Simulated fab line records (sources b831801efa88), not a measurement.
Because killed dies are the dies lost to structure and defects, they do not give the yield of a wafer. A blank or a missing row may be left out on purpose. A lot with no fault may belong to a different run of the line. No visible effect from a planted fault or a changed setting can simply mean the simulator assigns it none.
Shared-tool check | flow gf180mcu | 12 lots and 36 wafers in the sample

## THE REASON FOR OPENING IT
2 of 12 lots carry a flag on the reading STI_OXIDATION_02_THK at GF_STI_THK_MEAS_30. Wafers without a fault read 9.97 nm, standard deviation 0.17.
Rule: a lot is flagged in two cases, either no wafer of it has a number, or all its wafers with numbers fall more than 4 standard deviations from that mean. All remaining lots are regarded as sound.

lot  | measured    | on            | STI_OXIDATION_02_THK (nm), wafer by wafer | flag
L738 | day 2 09:08 | film_metro-03 | 10.20 10.11 10.07                         |
L739 | day 2 12:05 | film_metro-01 | 9.80 9.85 9.81                            |
L740 | day 2 16:32 | film_metro-01 | 9.94 9.86 9.87                            |
L741 | day 2 21:08 | film_metro-02 | 9.67 9.68 9.65                            |
L742 | day 3 02:11 | film_metro-03 | 10.03 10.05 9.92                          |
L744 | day 3 13:07 | film_metro-02 | 10.10 10.06 9.96                          |
L745 | day 3 17:26 | film_metro-03 | 10.05 10.10 10.23                         |
L746 | day 3 23:17 | film_metro-03 | 10.20 10.12 10.14                         |
L747 | day 4 04:29 | film_metro-03 | 10.33 10.10 10.15                         |
L756 | day 6 03:38 | film_metro-03 | 11.77 11.67 11.80                         | FLAGGED
L757 | day 6 08:16 | film_metro-02 | 11.68 11.97 11.65                         | FLAGGED
L758 | day 6 15:08 | film_metro-02 | 10.15 10.19 9.99                          |
On average the flagged lots' numbers are 11.76 nm, which is +1.79 nm against the usual, or +11 standard deviations.

## TOOL THAT RAN EACH LOT
The record holds 1 process step before the reading, out of a route of 602 steps. Read each cell as the tool, then ch plus the chambers that the sampled wafers visited, then the start.
lot  | flag    | GF_STI_OXIDATION_29
L738 |         | furnace-02 ch 0, day 2 07:43
L739 |         | furnace-02 ch 0, day 2 10:40
L740 |         | furnace-02 ch 0, day 2 15:07
L741 |         | furnace-01 ch 0, day 2 19:43
L742 |         | furnace-02 ch 0, day 3 00:48
L744 |         | furnace-01 ch 0, day 3 11:43
L745 |         | furnace-02 ch 0, day 3 16:03
L746 |         | furnace-02 ch 0, day 3 21:53
L747 |         | furnace-02 ch 0, day 4 03:05
L756 | FLAGGED | furnace-01 ch 0, day 6 02:15
L757 | FLAGGED | furnace-01 ch 0, day 6 06:52
L758 |         | furnace-02 ch 0, day 6 13:44
What is done by these steps:
- GF_STI_OXIDATION_29: stabilise 600 s, purge 300 s, target thk 10 nm.
- GF_STI_THK_MEAS_30

## FLAGGED OVER TOTAL, TOOL BY TOOL (the gauges that took the reading come last)
step                | tool          | lots run | flagged | share of the flagged lots | sound lots run after its first flagged lot
GF_STI_OXIDATION_29 | furnace-01    | 4        | 2       | all                       | 0
GF_STI_OXIDATION_29 | furnace-02    | 8        | 0       | none                      | -
GF_STI_THK_MEAS_30  | film_metro-01 | 2        | 0       | none                      | -
GF_STI_THK_MEAS_30  | film_metro-02 | 4        | 1       | some                      | 1 (L758)
GF_STI_THK_MEAS_30  | film_metro-03 | 6        | 1       | some                      | 0

## WHAT THE TABLE PERMITS
All flagged lots share 1 row of the table, namely furnace-01 at GF_STI_OXIDATION_29.
- furnace-01 at GF_STI_OXIDATION_29 ran 4 lots, 2 of them flagged. Last sound lot L744 at day 3 11:43, first flagged lot L756 at day 6 02:15; a fault beginning in between fits. Its own readings lie more than 4 standard deviations out on every wafer of the flagged lots: spike_tc_bottom_C, spike_tc_centre_C, spike_tc_lower_C, spike_tc_top_C, spike_tc_upper_C, tube_center_temp_C, tube_center_temp_C_max.
furnace-01 at GF_STI_OXIDATION_29 is the single tool remaining.

## WHAT THE SIMULATOR HAD INSERTED
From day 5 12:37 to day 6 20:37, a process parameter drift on furnace-01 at GF_STI_OXIDATION_29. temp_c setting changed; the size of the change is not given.
Struck lots among those shown: L756, L757. Same finding as the rule above.
